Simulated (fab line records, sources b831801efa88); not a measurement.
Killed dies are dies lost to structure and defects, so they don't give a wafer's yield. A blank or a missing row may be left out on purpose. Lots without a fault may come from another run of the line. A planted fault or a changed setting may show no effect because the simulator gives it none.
fab line records | flow gf180mcu
record lots=5 wafers=15 last_day=34
route steps=602 shown MVPSD@81 VT_IMPLANT@90
lots that met no fault: from a run of the same line without faults
start_h: hours from the record's first day to the start of the lot's first wafer shown | wait_h: hours since the lot's step before | " the same as in the row above | L1.1+2: a row that stands for several wafers | - no value, or no start given | * or withheld: withheld | < > ~ a bound
route shown NAME@n: a module of which the file shows steps, and the number in the route of the first | usual: mean/standard deviation of fault-free wafers | same: alike in all rows | chamber/n: place in a boat | sites: the reading at each site | _std_site: their standard deviation | _edge_site: outer sites' mean less inner sites' | radius_mm: how far each site lies from the wafer's centre | mask NAME#n: copy n | behind: the tool/chamber that last shaped the wafer | hold: why the lot was held/for how many hours/how that ended | device: the transistor (n, p or np) that didn't switch | end of line: the same wafers' tests at the end of the route | a step without rows: its recipe alone | killed: dies lost to structure and defects at the first sort, not the wafer's yield | map: a wafer's dies, x killed, . not, _ none there
set.NAME: the setting as run; set.NAME@STEP: as run at that earlier step | model.NAME: the simulator's own value behind a step, which no gauge read
lots at some steps of the route; a table a step, a row a wafer
services: from which hour (start_h, from the record's first day; less than 0 if before it) a tool's chamber was out of use, for how many hours, and why
## steps
# step GF_MVPSD_SOFTBAKE_03
# recipe temp_c=110 time_s=withheld
# columns lot.wafer tool chamber start_h wait_h
L077.2+4+5 litho_track-03 0 104.65 0.1
L083.1+2+4 litho_track-04 0 143.51 0.1
L089.1+3+4 litho_track-04 0 183.46 0.1
L091.1+2+3 litho_track-03 0 188.46 0.1
L095.1+5+6 litho_track-04 0 213.51 0.1
# step GF_MVPSD_EXPOSE_04
# recipe mask_id=MVPSD target_cd_nm=1000 na=0.6 source_shape=conventional sigma_outer=0.6 dose_mj=260
# columns lot.wafer tool chamber start_h wait_h mask
L077.2+4+5 iline_stepper-02 0 - - MVPSD#0
L083.1+2+4 iline_stepper-02 0 - - MVPSD#0
L089.1+3+4 iline_stepper-02 0 - - MVPSD#0
L091.1+2+3 iline_stepper-02 0 - - MVPSD#0
L095.1+5+6 iline_stepper-01 0 - - MVPSD#0
# step GF_MVPSD_PEB_05
# recipe temp_c=115 time_s=withheld
# columns lot.wafer tool chamber start_h wait_h
L077.2+4+5 litho_track-04 0 - -
L083.1+2+4 litho_track-04 0 - -
L089.1+3+4 litho_track-02 0 - -
L091.1+2+3 litho_track-03 0 - -
L095.1+5+6 litho_track-04 0 - -
# step GF_MVPSD_DEVELOP_06
# recipe wall_angle_deg=90 develop_time_s=60 dev_temp_c=23
# same develop_time_s=60
# columns lot.wafer tool chamber start_h wait_h
L077.2+4+5 litho_track-04 0 - -
L083.1+2+4 litho_track-04 0 - -
L089.1+3+4 litho_track-02 0 - -
L091.1+2+3 litho_track-03 0 - -
L095.1+5+6 litho_track-04 0 - -
# step GF_MVPSD_OVL_MEAS_07
# usual MVPSD_OVL=-0.2/1.4
# columns lot.wafer tool chamber start_h wait_h MVPSD_OVL[nm]
L077.2 overlay-02 - 111.57 - 0.0
L077.4 " - " " -2.2
L077.5 " - " " -1.6
L083.1 overlay-02 - 151.41 - -1.3
L083.2 " - " " -1.2
L083.4 " - " " 0.0
L089.1 overlay-01 - 192.18 - -1.8
L089.3 " - " " -3.4
L089.4 " - " " -3.7
L091.1 overlay-01 - 197.21 - -1.9
L091.2 " - " " -0.6
L091.3 " - " " -0.9
L095.1 overlay-02 - 222.56 - -0.5
L095.5 " - " " -0.5
L095.6 " - " " 0.3
# step GF_MVPSD_IMPLANT_08
# recipe species=B energy_kev=170 dose_cm2=1.5e+13 tilt_deg=0
# columns lot.wafer tool chamber start_h wait_h
L077.2+4+5 implanter-01 0 111.62 0.0
L083.1+2+4 implanter-01 0 151.45 0.0
L089.1+3+4 implanter-02 0 192.22 0.0
L091.1+2+3 implanter-01 0 197.25 0.0
L095.1+5+6 implanter-02 0 222.59 0.0
# step GF_MVPSD_IMPLANT_09
# recipe species=B energy_kev=40 dose_cm2=5e+12 tilt_deg=0
# columns lot.wafer tool chamber start_h wait_h
L077.2+4+5 implanter-01 0 111.77 0.1
L083.1+2+4 implanter-01 0 151.60 0.1
L089.1+3+4 implanter-02 0 192.37 0.1
L091.1+2+3 implanter-01 0 197.40 0.1
L095.1+5+6 implanter-02 0 222.74 0.1
# step GF_MVPSD_STRIP_10
# recipe chemistry=O2/N2 power_w=1400 pressure_mtorr=1500 platen_temp_c=250 o2_flow_sccm=3000 n2_flow_sccm=300 overash_fraction=0.5
# usual drypump_motor_current_A=5.5/0.4 heater_power_w=333/19 oes_product_au=0.723/0.0045 strip_time_to_endpoint_s=36.94/0.1
# columns lot.wafer tool chamber start_h wait_h drypump_motor_current_A heater_power_w oes_product_au rf_hours_counter_h strip_time_to_endpoint_s
L077.2 plasma_asher-04 1 111.90 0.1 5.4 348 0.721 30 36.88
L077.4 " 0 " " 5.0 324 0.727 - 36.82
L077.5 " 0 " " 5.0 329 0.728 - 36.87
L083.1 plasma_asher-02 1 151.75 0.1 5.9 337 0.720 4 36.94
L083.2 " 0 " " 5.6 310 0.724 4 36.99
L083.4 " 0 " " 5.5 309 0.733 - 36.90
L089.1 plasma_asher-01 0 192.52 0.1 5.3 347 0.726 54 36.97
L089.3 " 1 " " 6.1 296 0.721 - 36.88
L089.4 " 0 " " 5.3 349 0.731 - 36.86
L091.1 plasma_asher-04 0 197.55 0.1 5.0 324 0.717 39 37.03
L091.2 " 1 " " 5.4 343 0.723 39 36.91
L091.3 " 0 " " 5.0 324 0.719 - 37.00
L095.1 plasma_asher-01 0 222.89 0.1 5.3 351 0.721 57 36.75
L095.5 " 0 " " 5.3 347 0.720 - 36.88
L095.6 " 1 " " 6.1 303 0.718 - 36.78
# step GF_MVPSD_TW_MEAS_11
# usual MVPSD_TW=550.4/2.9
# columns lot.wafer tool chamber start_h wait_h MVPSD_TW
L077.2 film_metro-04 - 112.01 0.1 551.3
L077.4 " - " " 550.5
L077.5 " - " " 551.5
L083.1 film_metro-03 - 151.85 0.1 554.6
L083.2 " - " " 555.9
L083.4 " - " " 553.4
L089.1 film_metro-02 - 192.62 0.1 552.5
L089.3 " - " " 548.3
L089.4 " - " " 551.4
L091.1 film_metro-02 - 197.65 0.1 556.8
L091.2 " - " " 556.9
L091.3 " - " " 554.8
L095.1 film_metro-02 - 222.99 0.1 552.2
L095.5 " - " " 552.8
L095.6 " - " " 550.2
# step GF_VT_IMPLANT_DEHYDRATE_00
# recipe temp_c=200 time_s=60
# columns lot.wafer tool chamber start_h wait_h
L077.2+4+5 litho_track-01 0 118.98 7.0
L083.1+2+4 litho_track-03 0 159.31 7.5
L089.1+3+4 litho_track-03 0 200.66 8.0
L091.1+2+3 litho_track-01 0 205.61 7.9
L095.1+5+6 litho_track-03 0 231.86 8.9
# step GF_VT_IMPLANT_HMDS_01
# recipe prime_time_s=60 prime_temp_c=120
# usual prime_temp_c=119.97/0.15
# columns lot.wafer tool chamber start_h wait_h prime_temp_c
L077.2 litho_track-01 0 119.13 0.1 119.81
L077.4 " 0 " " 119.98
L077.5 " 0 " " 119.74
L083.1 litho_track-03 0 159.46 0.1 119.91
L083.2 " 0 " " 119.82
L083.4 " 0 " " 119.85
L089.1 litho_track-03 0 200.81 0.1 119.91
L089.3 " 0 " " 119.85
L089.4 " 0 " " 120.09
L091.1 litho_track-01 0 205.76 0.1 119.98
L091.2 " 0 " " 119.86
L091.3 " 0 " " 119.80
L095.1 litho_track-03 0 232.01 0.1 119.85
L095.5 " 0 " " 119.74
L095.6 " 0 " " 119.90
# step GF_VT_IMPLANT_COAT_02
# recipe resist=NOVOLAK spin_rpm=3000 resist_thk_nm=1000
# columns lot.wafer tool chamber start_h wait_h
L077.2+4+5 litho_track-01 0 119.28 0.1
L083.1+2+4 litho_track-03 0 159.61 0.1
L089.1+3+4 litho_track-03 0 200.96 0.1
L091.1+2+3 litho_track-01 0 205.91 0.1
L095.1+5+6 litho_track-03 0 232.16 0.1
# step GF_VT_IMPLANT_SOFTBAKE_03
# recipe temp_c=90 time_s=60 resist=NOVOLAK
# columns lot.wafer tool chamber start_h wait_h
L077.2+4+5 litho_track-01 0 119.43 0.1
L083.1+2+4 litho_track-03 0 159.76 0.1
L089.1+3+4 litho_track-03 0 201.11 0.1
L091.1+2+3 litho_track-01 0 206.06 0.1
L095.1+5+6 litho_track-03 0 232.31 0.1
# step GF_VT_IMPLANT_EXPOSE_04
# recipe mask_id=LVPWELL_LV_AREA target_cd_nm=600 na=0.6 source_shape=conventional sigma_outer=0.6 dose_mj=140
# columns lot.wafer tool chamber start_h wait_h mask
L077.2+4+5 iline_stepper-02 0 - - LVPWELL_LV_AREA#0
L083.1+2+4 iline_stepper-02 0 - - LVPWELL_LV_AREA#0
L089.1+3+4 iline_stepper-01 0 - - LVPWELL_LV_AREA#0
L091.1+2+3 iline_stepper-01 0 - - LVPWELL_LV_AREA#0
L095.1+5+6 iline_stepper-01 0 - - LVPWELL_LV_AREA#0
# step GF_VT_IMPLANT_PEB_05
# recipe temp_c=withheld time_s=* resist=NOVOLAK
# columns lot.wafer tool chamber start_h wait_h
L077.2+4+5 litho_track-03 0 - -
L083.1+2+4 litho_track-02 0 - -
L089.1+3+4 litho_track-03 0 - -
L091.1+2+3 litho_track-02 0 - -
L095.1+5+6 litho_track-02 0 - -
# step GF_VT_IMPLANT_DEVELOP_06
# recipe develop_time_s=60 dev_temp_c=23
# same develop_time_s=60
# columns lot.wafer tool chamber start_h wait_h
L077.2+4+5 litho_track-03 0 126.79 0.1
L083.1+2+4 litho_track-02 0 168.03 0.1
L089.1+3+4 litho_track-03 0 209.91 0.1
L091.1+2+3 litho_track-02 0 214.73 0.1
L095.1+5+6 litho_track-02 0 241.43 0.1
# step GF_VT_IMPLANT_OVL_MEAS_07
# usual VT_IMPLANT_OVL=1.4/1.4
# columns lot.wafer tool chamber start_h wait_h VT_IMPLANT_OVL[nm]
L077.2 overlay-01 - 126.92 0.1 1.3
L077.4 " - " " 3.0
L077.5 " - " " 2.4
L083.1 overlay-02 - 168.18 0.1 2.5
L083.2 " - " " 3.8
L083.4 " - " " 2.8
L089.1 overlay-02 - 210.06 0.1 0.2
L089.3 " - " " -0.1
L089.4 " - " " 0.5
L091.1 overlay-01 - 214.88 0.1 0.6
L091.2 " - " " 2.7
L091.3 " - " " 0.2
L095.1 overlay-01 - 241.58 0.1 1.1
L095.5 " - " " 2.9
L095.6 " - " " 1.0
# step GF_VT_IMPLANT_IMPLANT_08
# recipe species=BF2 energy_kev=20 dose_cm2=8.29e+12 tilt_deg=7
# columns lot.wafer tool chamber start_h wait_h
L077.2+4+5 implanter-01 0 126.97 0.0
L083.1+2+4 implanter-04 0 168.22 0.0
L089.1+3+4 implanter-04 0 210.10 0.0
L091.1+2+3 implanter-04 0 214.92 0.0
L095.1+5+6 implanter-03 0 241.62 0.0
# step GF_VT_IMPLANT_STRIP_09
# recipe chemistry=O2/N2 power_w=1400 pressure_mtorr=1500 platen_temp_c=250 o2_flow_sccm=3000 n2_flow_sccm=300 overash_fraction=0.5
# usual drypump_motor_current_A=5.5/0.42 heater_power_w=319/27 oes_product_au=0.716/0.0047 strip_time_to_endpoint_s=12.63/0.031
# columns lot.wafer tool chamber start_h wait_h drypump_motor_current_A heater_power_w oes_product_au rf_hours_counter_h strip_time_to_endpoint_s
L077.2 plasma_asher-03 1 127.10 0.1 5.9 282 0.718 46 12.63
L077.4 " 1 " " 5.9 274 0.713 - 12.64
L077.5 " 1 " " 5.9 280 0.710 - 12.65
L083.1 plasma_asher-03 0 168.37 0.1 4.9 348 0.718 50 12.62
L083.2 " 1 " " 5.9 276 0.715 50 12.63
L083.4 " 0 " " 4.9 335 0.725 - 12.64
L089.1 plasma_asher-02 0 210.25 0.1 5.5 311 0.719 10 12.60
L089.3 " 0 " " 5.6 311 0.720 - 12.59
L089.4 " 1 " " 5.9 341 0.713 - 12.61
L091.1 plasma_asher-02 0 215.07 0.1 5.6 321 0.708 10 12.64
L091.2 " 1 " " 6.0 350 0.718 10 12.65
L091.3 " 1 " " 6.0 343 0.713 - 12.63
L095.1 plasma_asher-04 0 241.77 0.1 5.0 334 0.716 44 12.70
L095.5 " 1 " " 5.4 344 0.714 - 12.68
L095.6 " 0 " " 4.9 331 0.717 - 12.67
# step GF_VT_IMPLANT_TW_MEAS_10
# usual VT_IMPLANT_TW=562.1/2.9
# columns lot.wafer tool chamber start_h wait_h VT_IMPLANT_TW
L077.2 film_metro-02 - 127.21 0.1 557.1
L077.4 " - " " 557.7
L077.5 " - " " 556.9
L083.1 film_metro-03 - 168.47 0.1 559.8
L083.2 " - " " 563.0
L083.4 " - " " 562.1
L089.1 film_metro-02 - 210.35 0.1 561.2
L089.3 " - " " 563.3
L089.4 " - " " 560.1
L091.1 film_metro-03 - 215.17 0.1 557.1
L091.2 " - " " 559.3
L091.3 " - " " 561.1
L095.1 film_metro-01 - 241.87 0.1 562.5
L095.5 " - " " 562.2
L095.6 " - " " 563.9
# step GF_VT_IMPLANT_DEHYDRATE_11
# recipe temp_c=200 time_s=60
# columns lot.wafer tool chamber start_h wait_h
L077.2+4+5 litho_track-01 0 134.58 7.4
L083.1+2+4 litho_track-03 0 176.21 7.7
L089.1+3+4 litho_track-01 0 218.76 8.4
L091.1+2+3 litho_track-03 0 223.06 7.9
L095.1+5+6 litho_track-03 0 250.01 8.1
# step GF_VT_IMPLANT_HMDS_12
# recipe prime_time_s=60 prime_temp_c=120
# usual prime_temp_c=119.99/0.17
# columns lot.wafer tool chamber start_h wait_h prime_temp_c
L077.2 litho_track-01 0 134.73 0.1 120.09
L077.4 " 0 " " 120.06
L077.5 " 0 " " 120.10
L083.1 litho_track-03 0 176.36 0.1 119.81
L083.2 " 0 " " 119.88
L083.4 " 0 " " 119.89
L089.1 litho_track-01 0 218.91 0.1 119.91
L089.3 " 0 " " 119.88
L089.4 " 0 " " 119.73
L091.1 litho_track-03 0 223.21 0.1 120.27
L091.2 " 0 " " 120.22
L091.3 " 0 " " 120.07
L095.1 litho_track-03 0 250.16 0.1 119.65
L095.5 " 0 " " 119.65
L095.6 " 0 " " 119.62
# step GF_VT_IMPLANT_COAT_13
# recipe resist=NOVOLAK spin_rpm=3000 resist_thk_nm=1000
# columns lot.wafer tool chamber start_h wait_h
L077.2+4+5 litho_track-01 0 134.88 0.1
L083.1+2+4 litho_track-03 0 176.51 0.1
L089.1+3+4 litho_track-01 0 219.06 0.1
L091.1+2+3 litho_track-03 0 223.36 0.1
L095.1+5+6 litho_track-03 0 250.31 0.1
# step GF_VT_IMPLANT_SOFTBAKE_14
# recipe temp_c=90 time_s=60 resist=NOVOLAK
# columns lot.wafer tool chamber start_h wait_h
L077.2+4+5 litho_track-01 0 135.03 0.1
L083.1+2+4 litho_track-03 0 176.66 0.1
L089.1+3+4 litho_track-01 0 219.21 0.1
L091.1+2+3 litho_track-03 0 223.51 0.1
L095.1+5+6 litho_track-03 0 250.46 0.1
# step GF_VT_IMPLANT_EXPOSE_15
# recipe mask_id=Nwell_LV_AREA target_cd_nm=860 na=0.6 source_shape=conventional sigma_outer=0.6 dose_mj=140
# columns lot.wafer tool chamber start_h wait_h mask
L077.2+4+5 iline_stepper-02 0 - - Nwell_LV_AREA#0
L083.1+2+4 iline_stepper-02 0 - - Nwell_LV_AREA#0
L089.1+3+4 iline_stepper-01 0 - - Nwell_LV_AREA#0
L091.1+2+3 iline_stepper-02 0 - - Nwell_LV_AREA#0
L095.1+5+6 iline_stepper-01 0 - - Nwell_LV_AREA#0
# step GF_VT_IMPLANT_PEB_16
# recipe temp_c=withheld time_s=* resist=NOVOLAK
# columns lot.wafer tool chamber start_h wait_h
L077.2+4+5 litho_track-03 0 - -
L083.1+2+4 litho_track-01 0 - -
L089.1+3+4 litho_track-03 0 - -
L091.1+2+3 litho_track-02 0 - -
L095.1+5+6 litho_track-02 0 - -
# step GF_VT_IMPLANT_DEVELOP_17
# recipe develop_time_s=60 dev_temp_c=23
# same develop_time_s=60
# columns lot.wafer tool chamber start_h wait_h
L077.2+4+5 litho_track-03 0 142.69 0.1
L083.1+2+4 litho_track-01 0 184.96 0.1
L089.1+3+4 litho_track-03 0 228.36 0.1
L091.1+2+3 litho_track-02 0 232.88 0.1
L095.1+5+6 litho_track-02 0 260.18 0.1
# step GF_VT_IMPLANT_OVL_MEAS_18
# usual VT_IMPLANT_01_OVL=-0.2/1.6
# columns lot.wafer tool chamber start_h wait_h VT_IMPLANT_01_OVL[nm]
L077.2 overlay-01 - 142.84 0.1 -2.6
L077.4 " - " " -1.6
L077.5 " - " " -1.5
L083.1 overlay-02 - 185.11 0.1 -1.3
L083.2 " - " " -0.9
L083.4 " - " " -0.5
L089.1 overlay-01 - 228.51 0.1 -4.0
L089.3 " - " " -3.5
L089.4 " - " " -4.2
L091.1 overlay-02 - 233.03 0.1 1.5
L091.2 " - " " 2.0
L091.3 " - " " 0.2
L095.1 overlay-01 - 260.33 0.1 -0.6
L095.5 " - " " -1.7
L095.6 " - " " 0.1
# step GF_VT_IMPLANT_IMPLANT_19
# recipe species=As energy_kev=100 dose_cm2=4.35e+12 tilt_deg=7
# columns lot.wafer tool chamber start_h wait_h
L077.2+4+5 implanter-03 0 142.90 0.0
L083.1+2+4 implanter-03 0 185.14 0.0
L089.1+3+4 implanter-04 0 228.55 0.0
L091.1+2+3 implanter-03 0 233.07 0.0
L095.1+5+6 implanter-03 0 260.36 0.0
# step GF_VT_IMPLANT_STRIP_20
# recipe chemistry=O2/N2 power_w=1400 pressure_mtorr=1500 platen_temp_c=250 o2_flow_sccm=3000 n2_flow_sccm=300 overash_fraction=0.5
# usual drypump_motor_current_A=5.5/0.41 heater_power_w=325/25 oes_product_au=0.716/0.0051 strip_time_to_endpoint_s=12.637/0.027
# columns lot.wafer tool chamber start_h wait_h drypump_motor_current_A heater_power_w oes_product_au rf_hours_counter_h strip_time_to_endpoint_s
L077.2 plasma_asher-03 1 143.02 0.1 5.9 272 0.720 47 12.606
L077.4 " 1 " " 5.9 288 0.719 - 12.609
L077.5 " 1 " " 5.9 278 0.715 - 12.638
L083.1 plasma_asher-04 0 185.29 0.1 4.9 313 0.720 38 12.699
L083.2 " 1 " " 5.4 350 0.712 38 12.689
L083.4 " 1 " " 5.4 348 0.711 - 12.672
L089.1 plasma_asher-03 0 228.70 0.1 4.9 328 0.711 56 12.609
L089.3 " 1 " " 5.8 279 0.716 - 12.581
L089.4 " 0 " " 4.9 344 0.729 - 12.673
L091.1 plasma_asher-04 0 233.22 0.1 4.9 331 0.723 43 12.646
L091.2 " 1 " " 5.4 337 0.723 43 12.610
L091.3 " 1 " " 5.4 353 0.716 - 12.607
L095.1 plasma_asher-02 1 260.51 0.1 6.0 347 0.724 14 12.683
L095.5 " 1 " " 6.0 350 0.711 - 12.661
L095.6 " 0 " " 5.5 311 0.720 - 12.670
# step GF_VT_IMPLANT_TW_MEAS_21
# usual VT_IMPLANT_2_TW=1212/5.4
# columns lot.wafer tool chamber start_h wait_h VT_IMPLANT_2_TW
L077.2 film_metro-01 - 143.13 0.1 1210
L077.4 " - " " 1217
L077.5 " - " " 1219
L083.1 film_metro-02 - 185.39 0.1 1201
L083.2 " - " " 1207
L083.4 " - " " 1194
L089.1 film_metro-02 - 228.80 0.1 1209
L089.3 " - " " 1207
L089.4 " - " " 1215
L091.1 film_metro-01 - 233.32 0.1 1216
L091.2 " - " " 1215
L091.3 " - " " 1213
L095.1 film_metro-02 - 260.61 0.1 1215
L095.5 " - " " 1214
L095.6 " - " " 1212
# step GF_VT_IMPLANT_DEHYDRATE_22
# recipe temp_c=200 time_s=60
# columns lot.wafer tool chamber start_h wait_h
L077.2+4+5 litho_track-02 0 150.56 7.4
L083.1+2+4 litho_track-02 0 193.23 7.8
L089.1+3+4 litho_track-01 0 237.26 8.4
L091.1+2+3 litho_track-03 0 241.71 8.4
L095.1+5+6 litho_track-03 0 269.31 8.7
# step GF_VT_IMPLANT_HMDS_23
# recipe prime_time_s=60 prime_temp_c=120
# usual prime_temp_c=120.00/0.13
# columns lot.wafer tool chamber start_h wait_h prime_temp_c
L077.2 litho_track-02 0 150.71 0.1 119.80
L077.4 " 0 " " 120.06
L077.5 " 0 " " 119.98
L083.1 litho_track-02 0 193.38 0.1 120.10
L083.2 " 0 " " 120.19
L083.4 " 0 " " 120.09
L089.1 litho_track-01 0 237.41 0.1 120.19
L089.3 " 0 " " 120.01
L089.4 " 0 " " 120.13
L091.1 litho_track-03 0 241.86 0.1 120.16
L091.2 " 0 " " 119.93
L091.3 " 0 " " 119.80
L095.1 litho_track-03 0 269.46 0.1 120.17
L095.5 " 0 " " 120.10
L095.6 " 0 " " 120.21
# step GF_VT_IMPLANT_COAT_24
# recipe resist=NOVOLAK spin_rpm=3000 resist_thk_nm=1000
# columns lot.wafer tool chamber start_h wait_h
L077.2+4+5 litho_track-02 0 150.86 0.1
L083.1+2+4 litho_track-02 0 193.53 0.1
L089.1+3+4 litho_track-01 0 237.56 0.1
L091.1+2+3 litho_track-03 0 242.01 0.1
L095.1+5+6 litho_track-03 0 269.61 0.1
# step GF_VT_IMPLANT_SOFTBAKE_25
# recipe temp_c=90 time_s=60 resist=NOVOLAK
# columns lot.wafer tool chamber start_h wait_h
L077.2+4+5 litho_track-02 0 151.01 0.1
L083.1+2+4 litho_track-02 0 193.68 0.1
L089.1+3+4 litho_track-01 0 237.71 0.1
L091.1+2+3 litho_track-03 0 242.16 0.1
L095.1+5+6 litho_track-03 0 269.76 0.1
# step GF_VT_IMPLANT_EXPOSE_26
# recipe mask_id=LVPWELL_HV_AREA target_cd_nm=860 na=0.6 source_shape=conventional sigma_outer=0.6 dose_mj=140
# columns lot.wafer tool chamber start_h wait_h mask
L077.2+4+5 iline_stepper-02 0 - - LVPWELL_HV_AREA#0
L083.1+2+4 iline_stepper-02 0 - - LVPWELL_HV_AREA#0
L089.1+3+4 iline_stepper-01 0 - - LVPWELL_HV_AREA#0
L091.1+2+3 iline_stepper-02 0 - - LVPWELL_HV_AREA#0
L095.1+5+6 iline_stepper-01 0 - - LVPWELL_HV_AREA#0
# step GF_VT_IMPLANT_PEB_27
# recipe temp_c=withheld time_s=* resist=NOVOLAK
# columns lot.wafer tool chamber start_h wait_h
L077.2+4+5 litho_track-03 0 - -
L083.1+2+4 litho_track-01 0 - -
L089.1+3+4 litho_track-03 0 - -
L091.1+2+3 litho_track-01 0 - -
L095.1+5+6 litho_track-02 0 - -
# step GF_VT_IMPLANT_DEVELOP_28
# recipe develop_time_s=60 dev_temp_c=23
# same develop_time_s=60
# columns lot.wafer tool chamber start_h wait_h
L077.2+4+5 litho_track-03 0 159.19 0.1
L083.1+2+4 litho_track-01 0 202.11 0.1
L089.1+3+4 litho_track-03 0 246.01 0.1
L091.1+2+3 litho_track-01 0 250.96 0.1
L095.1+5+6 litho_track-02 0 279.83 0.1
# step GF_VT_IMPLANT_OVL_MEAS_29
# usual VT_IMPLANT_02_OVL=-0.1/1.3
# columns lot.wafer tool chamber start_h wait_h VT_IMPLANT_02_OVL[nm]
L077.2 overlay-01 - 159.32 0.1 -2.8
L077.4 " - " " -2.2
L077.5 " - " " -1.6
L083.1 overlay-02 - 202.26 0.1 -0.5
L083.2 " - " " 0.7
L083.4 " - " " -1.5
L089.1 overlay-02 - 246.16 0.1 -0.6
L089.3 " - " " 1.6
L089.4 " - " " 0.1
L091.1 overlay-01 - 251.11 0.1 -0.8
L091.2 " - " " -2.0
L091.3 " - " " -1.5
L095.1 overlay-01 - 279.98 0.1 -0.8
L095.5 " - " " -1.8
L095.6 " - " " -0.9
# step GF_VT_IMPLANT_IMPLANT_30
# recipe species=B energy_kev=25 dose_cm2=2.534e+12 tilt_deg=7
# columns lot.wafer tool chamber start_h wait_h
L077.2+4+5 implanter-03 0 159.37 0.0
L083.1+2+4 implanter-01 0 202.29 0.0
L089.1+3+4 implanter-03 0 246.20 0.0
L091.1+2+3 implanter-01 0 251.14 0.0
L095.1+5+6 implanter-01 0 280.01 0.0
# step GF_VT_IMPLANT_STRIP_31
# recipe chemistry=O2/N2 power_w=1400 pressure_mtorr=1500 platen_temp_c=250 o2_flow_sccm=3000 n2_flow_sccm=300 overash_fraction=0.5
# usual drypump_motor_current_A=5.5/0.39 heater_power_w=327/24 oes_product_au=0.716/0.0043 strip_time_to_endpoint_s=12.637/0.028
# columns lot.wafer tool chamber start_h wait_h drypump_motor_current_A heater_power_w oes_product_au rf_hours_counter_h strip_time_to_endpoint_s
L077.2 plasma_asher-03 1 159.50 0.1 5.9 281 0.727 49 12.619
L077.4 " 0 " " 5.0 331 0.715 - 12.651
L077.5 " 0 " " 4.9 333 0.709 - 12.677
L083.1 plasma_asher-02 1 202.44 0.1 6.0 347 0.721 9 12.685
L083.2 " 0 " " 5.6 304 0.717 9 12.667
L083.4 " 0 " " 5.5 315 0.714 - 12.636
L089.1 plasma_asher-03 0 246.35 0.1 4.9 328 0.716 58 12.679
L089.3 " 1 " " 5.9 283 0.715 - 12.577
L089.4 " 0 " " 4.9 344 0.722 - 12.632
L091.1 plasma_asher-02 0 251.29 0.1 5.5 313 0.719 13 12.648
L091.2 " 1 " " 6.0 347 0.711 13 12.649
L091.3 " 0 " " 5.5 305 0.720 - 12.655
L095.1 plasma_asher-03 1 280.16 0.1 5.9 280 0.722 62 12.587
L095.5 " 0 " " 4.9 351 0.721 - 12.630
L095.6 " 1 " " 5.9 276 0.717 - 12.589
# step GF_VT_IMPLANT_TW_MEAS_32
# usual VT_IMPLANT_3_TW=268.3/1.2
# columns lot.wafer tool chamber start_h wait_h VT_IMPLANT_3_TW
L077.2 film_metro-01 - 159.61 0.1 268.9
L077.4 " - " " 266.4
L077.5 " - " " 267.4
L083.1 film_metro-03 - 202.54 0.1 266.6
L083.2 " - " " 268.2
L083.4 " - " " 267.6
L089.1 film_metro-03 - 246.45 0.1 268.2
L089.3 " - " " 267.0
L089.4 " - " " 268.2
L091.1 film_metro-02 - 251.39 0.1 271.1
L091.2 " - " " 268.1
L091.3 " - " " 268.2
L095.1 film_metro-01 - 280.26 0.1 269.1
L095.5 " - " " 269.7
L095.6 " - " " 269.4
# step GF_VT_IMPLANT_DEHYDRATE_33
# recipe temp_c=200 time_s=60
# columns lot.wafer tool chamber start_h wait_h
L077.2+4+5 litho_track-02 0 167.31 7.7
L083.1+2+4 litho_track-03 0 210.41 7.9
L089.1+3+4 litho_track-02 0 255.28 8.8
L091.1+2+3 litho_track-03 0 260.46 9.1
L095.1+5+6 litho_track-03 0 289.46 9.2
# step GF_VT_IMPLANT_HMDS_34
# recipe prime_time_s=60 prime_temp_c=120
# usual prime_temp_c=120.02/0.13
# columns lot.wafer tool chamber start_h wait_h prime_temp_c
L077.2 litho_track-02 0 167.46 0.1 119.88
L077.4 " 0 " " 119.93
L077.5 " 0 " " 119.79
L083.1 litho_track-03 0 210.56 0.1 119.98
L083.2 " 0 " " 120.19
L083.4 " 0 " " 120.12
L089.1 litho_track-02 0 255.43 0.1 120.03
L089.3 " 0 " " 120.11
L089.4 " 0 " " 120.15
L091.1 litho_track-03 0 260.61 0.1 119.89
L091.2 " 0 " " 120.05
L091.3 " 0 " " 120.09
L095.1 litho_track-03 0 289.61 0.1 120.03
L095.5 " 0 " " 120.15
L095.6 " 0 " " 120.11
# step GF_VT_IMPLANT_COAT_35
# recipe resist=NOVOLAK spin_rpm=3000 resist_thk_nm=1000
# columns lot.wafer tool chamber start_h wait_h
L077.2+4+5 litho_track-02 0 167.61 0.1
L083.1+2+4 litho_track-03 0 210.71 0.1
L089.1+3+4 litho_track-02 0 255.58 0.1
L091.1+2+3 litho_track-03 0 260.76 0.1
L095.1+5+6 litho_track-03 0 289.76 0.1
# step GF_VT_IMPLANT_SOFTBAKE_36
# recipe temp_c=90 time_s=60 resist=NOVOLAK
# columns lot.wafer tool chamber start_h wait_h
L077.2+4+5 litho_track-02 0 167.76 0.1
L083.1+2+4 litho_track-03 0 210.86 0.1
L089.1+3+4 litho_track-02 0 255.73 0.1
L091.1+2+3 litho_track-03 0 260.91 0.1
L095.1+5+6 litho_track-03 0 289.91 0.1
# step GF_VT_IMPLANT_EXPOSE_37
# recipe mask_id=Nwell_HV_AREA target_cd_nm=860 na=0.6 source_shape=conventional sigma_outer=0.6 dose_mj=140
# columns lot.wafer tool chamber start_h wait_h mask
L077.2+4+5 iline_stepper-02 0 - - Nwell_HV_AREA#0
L083.1+2+4 iline_stepper-02 0 - - Nwell_HV_AREA#0
L089.1+3+4 iline_stepper-01 0 - - Nwell_HV_AREA#0
L091.1+2+3 iline_stepper-01 0 - - Nwell_HV_AREA#0
L095.1+5+6 iline_stepper-02 0 - - Nwell_HV_AREA#0
# step GF_VT_IMPLANT_PEB_38
# recipe temp_c=withheld time_s=* resist=NOVOLAK
# columns lot.wafer tool chamber start_h wait_h
L077.2+4+5 litho_track-01 0 - -
L083.1+2+4 litho_track-01 0 - -
L089.1+3+4 litho_track-01 0 - -
L091.1+2+3 litho_track-03 0 - -
L095.1+5+6 litho_track-02 0 - -
## services
# columns tool chamber start_h hours kind
implanter-04 - 91.10 1.4 repair
plasma_asher-02 - 108.77 9.0 pm
plasma_asher-02 0 108.77 9.0 vent_cycle
plasma_asher-02 1 108.77 9.0 vent_cycle
implanter-03 - 110.86 5.5 repair
implanter-04 - 111.57 26.5 pm
plasma_asher-02 0 117.77 - clean
plasma_asher-02 1 117.77 - clean
implanter-03 - 123.95 3.8 pm
iline_stepper-01 - 146.04 6.9 repair
plasma_asher-04 - 148.60 1.6 repair
iline_stepper-02 - 152.98 1.7 pm
iline_stepper-01 - 158.79 4.6 repair
plasma_asher-01 - 160.42 1.3 repair
plasma_asher-03 - 165.37 2.8 pm
iline_stepper-01 - 168.96 1.7 pm
plasma_asher-01 - 202.75 2.8 pm
implanter-04 - 203.46 5.6 repair
plasma_asher-02 - 222.65 13.7 repair
implanter-01 - 228.32 9.1 pm
iline_stepper-02 - 245.21 10.2 repair
plasma_asher-04 - 261.09 0.8 repair
implanter-04 - 278.97 1.3 repair
implanter-01 - 292.43 3.1 repair
## key
fault none
